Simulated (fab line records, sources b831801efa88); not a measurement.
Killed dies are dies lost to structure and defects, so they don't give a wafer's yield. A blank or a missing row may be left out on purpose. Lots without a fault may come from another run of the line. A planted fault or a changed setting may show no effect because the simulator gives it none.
Which tool did it? | flow sky130 | 13 lots, 39 wafers sampled, at 4 steps of a route of 708

WHAT THE GAUGES READ, wafer by wafer
SKY_POLY_CUT_CD_MEAS_08: target cd 270 nm.
lot  | measured     | on        | cd_nm (nm)
L724 | day 24 06:31 | cd_sem-01 | 268.7 268.6 268.0
L725 | day 24 10:14 | cd_sem-02 | 271.0 270.3 271.2
L726 | day 24 15:41 | cd_sem-01 | 269.1 269.0 269.4
L727 | day 25 01:58 | cd_sem-02 | 268.3 268.7 269.3
L731 | day 26 17:18 | cd_sem-02 | 269.7 270.6 269.9
L732 | day 27 02:31 | cd_sem-02 | 272.2 273.9 271.8
L733 | day 27 12:37 | cd_sem-01 | 268.9 268.5 268.4
L735 | day 28 06:38 | cd_sem-01 | 269.4 270.3 271.7
L737 | day 28 19:42 | cd_sem-01 | 271.1 268.7 269.7
L738 | day 29 03:17 | cd_sem-02 | 271.3 269.6 271.2
L744 | day 31 06:13 | cd_sem-02 | 267.6 267.7 267.3
L745 | day 31 08:16 | cd_sem-02 | 272.5 272.7 271.2
L747 | day 32 02:07 | cd_sem-02 | 271.2 270.8 270.2

SKY_SD_N_RS_MEAS_18: measures by four-point-probe.
lot  | measured     | on            | RES_XHIGH_RS (ohm/sq)
L724 | day 27 22:38 | film_metro-04 | 332.4 334.2 333.3
L725 | day 28 01:58 | film_metro-04 | 333.5 334.1 333.2
L726 | day 28 08:02 | film_metro-04 | 331.9 333.8 331.6
L727 | day 28 18:15 | film_metro-04 | 332.3 332.0 331.9
L731 | day 30 07:48 | film_metro-01 | 333.5 332.2 333.6
L732 | day 30 18:34 | film_metro-03 | 333.0 332.7 332.9
L733 | day 31 01:26 | film_metro-03 | 333.0 331.9 332.8
L735 | day 31 20:23 | film_metro-01 | 333.6 334.6 334.6
L737 | day 32 08:29 | film_metro-04 | 332.9 332.1 333.1
L738 | day 32 15:46 | film_metro-03 | 330.5 330.5 333.1
L744 | day 34 14:50 | film_metro-04 | 331.5 332.7 333.1
L745 | day 34 16:50 | film_metro-01 | 332.9 334.4 335.5
L747 | day 35 10:19 | film_metro-04 | 333.8 333.9 333.5

SKY_LI_CONTACT_BOW_MEAS_03.
lot  | measured     | on            | LI_CONTACT_BOW (um)
L724 | day 27 23:14 | film_metro-03 | 53 52 43
L725 | day 28 02:34 | film_metro-01 | 64 67 63
L726 | day 28 08:38 | film_metro-03 | 54 42 54
L727 | day 28 18:51 | film_metro-04 | 60 63 60
L731 | day 30 08:24 | film_metro-01 | 60 42 52
L732 | day 30 19:10 | film_metro-01 | 44 61 50
L733 | day 31 02:02 | film_metro-04 | 49 50 58
L735 | day 31 21:03 | film_metro-03 | 57 57 59
L737 | day 32 09:05 | film_metro-04 | 54 58 65
L738 | day 32 16:22 | film_metro-03 | 46 57 45
L744 | day 34 15:26 | film_metro-04 | 67 56 50
L745 | day 34 17:29 | film_metro-03 | 50 58 63
L747 | day 35 10:59 | film_metro-04 | 52 53 52

WHICH TOOL RAN EACH LOT (tool, then ch and the chambers of the sampled wafers, then the start)
lot  | SKY_SD_N_STRIP_11
L724 | plasma_asher-02 ch 0,1, day 27 22:00
L725 | plasma_asher-04 ch 0,1, day 28 01:19
L726 | plasma_asher-04 ch 0,1, day 28 07:23
L727 | plasma_asher-03 ch 0,1, day 28 17:36
L731 | plasma_asher-03 ch 0, day 30 07:10
L732 | plasma_asher-04 ch 0,1, day 30 17:56
L733 | plasma_asher-03 ch 0,1, day 31 00:49
L735 | plasma_asher-02 ch 0,1, day 31 19:46
L737 | plasma_asher-04 ch 0,1, day 32 07:52
L738 | plasma_asher-03 ch 0,1, day 32 15:08
L744 | plasma_asher-02 ch 0,1, day 34 14:11
L745 | plasma_asher-02 ch 0,1, day 34 16:11
L747 | plasma_asher-03 ch 0,1, day 35 09:40
- SKY_SD_N_STRIP_11: strips in O2/N2.

WHAT THE TOOLS THEMSELVES READ (means of the sampled wafers that have a number; where no wafer has one, the mark that the record gives instead)
SKY_SD_N_STRIP_11.
lot  | tool            | drypump_motor_current_A (A) | oes_product_au (a.u.) | strip_time_to_endpoint_s (s)
L724 | plasma_asher-02 | 5.3                         | 0.529                 | 22.56
L725 | plasma_asher-04 | 5.8                         | 0.526                 | 22.58
L726 | plasma_asher-04 | 6.0                         | 0.530                 | 22.51
L727 | plasma_asher-03 | 5.5                         | 0.528                 | 22.51
L731 | plasma_asher-03 | 5.9                         | 0.524                 | 22.61
L732 | plasma_asher-04 | 5.9                         | 0.530                 | 22.56
L733 | plasma_asher-03 | 5.5                         | 0.526                 | 22.56
L735 | plasma_asher-02 | 5.3                         | 0.528                 | 22.57
L737 | plasma_asher-04 | 6.0                         | 0.530                 | 22.61
L738 | plasma_asher-03 | 5.4                         | 0.504                 | -
L744 | plasma_asher-02 | 5.3                         | 0.526                 | 22.59
L745 | plasma_asher-02 | 5.4                         | 0.529                 | 22.57
L747 | plasma_asher-03 | 5.7                         | 0.526                 | 22.52

THE ANSWER, worked out from the rows above alone
Rule: what is usual is taken from the lots themselves. Put in order of their means at a reading, lots are off if they are a third of the lots or fewer, leave a main group of 4 or more, and stand apart from it by a gap of 3 or more times the standard deviation of the main group's means; of several such gaps the widest counts. A main group whose means are all the same, to the digits that the tables above print for the reading, isn't used. A lot without any number at a reading at which 4 lots or more have one is off too. The other lots that the step has rows for count as sound. The gauges are gone through in route order, then the tools' own readings, and for those a lot's mean is taken as printed above. The first step at which some lot is off is used, and at that step the reading that is off furthest; a lot without a number counts as furthest.
Off: L738, at SKY_SD_N_STRIP_11 (strip_time_to_endpoint_s). Without a number there: L738. The main group: mean 22.56 s, standard deviation 0.033.
A tool fits if, at that step or a process step before it, it ran every lot that is off, and no sound lot after the first of them. None of those tried fits.

WHAT THE SIMULATOR HAD PUT IN
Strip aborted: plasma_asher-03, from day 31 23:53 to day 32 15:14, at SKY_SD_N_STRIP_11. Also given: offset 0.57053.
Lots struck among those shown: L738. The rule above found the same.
